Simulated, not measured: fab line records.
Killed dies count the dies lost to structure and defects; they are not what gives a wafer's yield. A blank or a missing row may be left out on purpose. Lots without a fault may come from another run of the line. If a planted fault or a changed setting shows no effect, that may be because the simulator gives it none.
Code-filled problem report in 8D (eight disciplines) form || flow sfq line || the parts of the form that need people (team, actions taken, sign-off) are left out

1. THE PROBLEM
Wafers without a fault read 68.4 s, standard deviation 0.32; run length s at SFQ_TRILAYER_R5_ETCH_METAL_ETCH_139 reads a mean of 73.8 s on 2 wafers belonging to 2 lots. That puts it +17 standard deviations away from the usual mean.
The step: etches the open film in Cl2, stops on SiO2, target depth 60 nm, time 40 s.
First seen on wafer L957.4, day 60 16:38, on rie metal-04. At this step, 40 wafers from 14 lots have a number in the record. The rule behind "out" and "out of limits": a value lying over 4 standard deviations away from the usual mean. The other wafers with a number count as sound.

2. WHAT IT IS AND WHAT IT IS NOT
{"question": "which readings at this step", "is": "run length s, oes product au", "is not": "drypump motor current A"}
{"question": "which lots", "is": "L957, L961", "is not": "L952, L953, L954, L955, L956, L958, L969, L970, L971, L972, L973, L974"}
{"question": "which wafers of those lots", "is": "L957.4, L961.4", "is not": "L957.6, L961.6"}
{"question": "read on which tools", "is": "rie metal-04", "is not": "rie metal-02, rie metal-03"}
{"question": "when", "is": "from day 60 16:38", "is not": "up to then (16 sound wafers); but 22 sound wafers of L958, L961, L969, L970, L971, L972, L973, L974 came after"}

3. SUSPECTS, AND WHAT RULES EACH OUT
Counting: if a tool at a process step up to the reading ran every lot that is out, it stays a suspect. Sound lots after the first of them don't rule it out here, since some wafers of a struck lot are sound.
- rie metal-04 at SFQ_TRILAYER_R5_ETCH_METAL_ETCH_139 (etches the open film in Cl2, stops on SiO2, target depth 60 nm, time 40 s): kept. It processed each lot that is out (first: L957, day 60 16:38); up to then, its last sound lot is L956 (day 60 14:13). On those wafers its own readings are out: oes product au, run length s.
The count leaves rie metal-04 at SFQ_TRILAYER_R5_ETCH_METAL_ETCH_139.

4. THE CAUSE (what the simulator had put in)
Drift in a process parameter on rie metal-04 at SFQ_TRILAYER_R5_ETCH_METAL_ETCH_139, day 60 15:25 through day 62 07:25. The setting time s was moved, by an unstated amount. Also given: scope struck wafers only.
The count eliminated every tool but this one.

5. THE CHAIN OF EFFECTS, in route order
Each row: a reading where the mean over the struck wafers with a number is more than 3 standard deviations away from the usual. Only readings for which the record gives a usual standard deviation are gone through. hours: the time from each lot's start at the first step in this table that gives one to its start at this step, as a median over the lots. sigmas: the change in usual standard deviations.
{"hours": 0, "step": "SFQ_TRILAYER_R5_ETCH_METAL_ETCH_139", "reading": "oes product au", "usual": "0.992 a.u.", "on struck wafers": 0.927, "change": -0.065, "sigmas": -12}
{"hours": 0, "step": "SFQ_TRILAYER_R5_ETCH_METAL_ETCH_139", "reading": "run length s", "usual": "68.4 s", "on struck wafers": 73.8, "change": "+5.4", "sigmas": "+17"}
The process steps in it:
- SFQ_TRILAYER_R5_ETCH_METAL_ETCH_139: etches the open film in Cl2, stops on SiO2, target depth 60 nm, time 40 s.

6. HOW IT WOULD HAVE BEEN CAUGHT EARLIER
In this record the first reading out of limits was taken at day 60 16:38, 1 hour after the fault began at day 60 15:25.
